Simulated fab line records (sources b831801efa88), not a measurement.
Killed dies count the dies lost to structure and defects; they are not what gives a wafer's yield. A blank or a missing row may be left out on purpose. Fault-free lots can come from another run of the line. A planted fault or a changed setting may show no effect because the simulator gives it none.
A single fault, viewed from 2 desks :: flow gf180mcu :: numbers are kept per desk, each desk with only its own; the story behind them comes last

## AT THE TOOL OWNER'S DESK: pvd_sputter-04
The tool's own readings at GF_SALICIDE_SPUTTER_02 (material Co, target thk 10 nm, time 20 s): means of the sampled wafers that have a number, for each lot that ran on this tool. Marked OUT: a lot whose mean sits more than 4 standard deviations from the usual mean, which makes it out of limits; the brackets give that distance.
Columns: A = cathode_dc_power_W at GF_SALICIDE_SPUTTER_02, usual 1000.0 W; B = throttle_valve_pct at GF_SALICIDE_SPUTTER_02, usual 30.0 %
lot: L487
first seen here: day 15 08:39
A: 1000.2
B: 29.9

lot: L489
first seen here: day 16 09:51
A: 999.9
B: 30.5

lot: L490
first seen here: day 16 16:06
A: 999.8
B: 30.7

lot: L493
first seen here: day 17 15:06
A: 1000.1
B: 30.0

lot: L494
first seen here: day 17 21:57
A: 999.8
B: 30.6

lot: L500
first seen here: day 20 09:10
A: 1000.1
B: 29.9

lot: L504
first seen here: day 21 13:47
A: 1000.0
B: 29.1

lot: L505
first seen here: day 22 00:53
A: 1000.0
B: 30.0
This desk's finding: nothing out of limits on any of the 8 lots.

## METROLOGY DESK
Lot by lot, what the gauges showed, no matter which tool ran the lot: averages of those sampled wafers that carry a number. Marked OUT: a lot whose mean sits more than 4 standard deviations from the usual mean, which makes it out of limits; the brackets give that distance.
Columns: A = cd_nm at GF_TOP_METAL_CD_MEAS_14, usual 440.4 nm
lot: L487
first seen here: day 28 06:57
A: 440.5

lot: L488
first seen here: day 28 21:54
A: 439.0

lot: L489
first seen here: day 29 03:03
A: 440.8

lot: L490
first seen here: day 29 09:20
A: 440.8

lot: L493
first seen here: day 30 03:14
A: 439.2

lot: L494
first seen here: day 30 17:08
A: 443.8

lot: L500
first seen here: day 32 06:17
A: 441.9

lot: L501
first seen here: day 32 07:35
A: 443.3

lot: L502
first seen here: day 32 17:50
A: 439.2

lot: L504
first seen here: day 33 00:46
A: 441.6

lot: L505
first seen here: day 33 10:26
A: 441.6

lot: L507
first seen here: day 33 18:05
A: 438.7

lot: L508
first seen here: day 33 22:02
A: 441.1
This desk's finding: nothing out of limits on any of the 13 lots.

## TAKEN TOGETHER
The desk of the tool owner found nothing out of limits.
Nothing out of limits was seen by the metrology desk.

## WHAT THE SIMULATOR HAD PUT IN
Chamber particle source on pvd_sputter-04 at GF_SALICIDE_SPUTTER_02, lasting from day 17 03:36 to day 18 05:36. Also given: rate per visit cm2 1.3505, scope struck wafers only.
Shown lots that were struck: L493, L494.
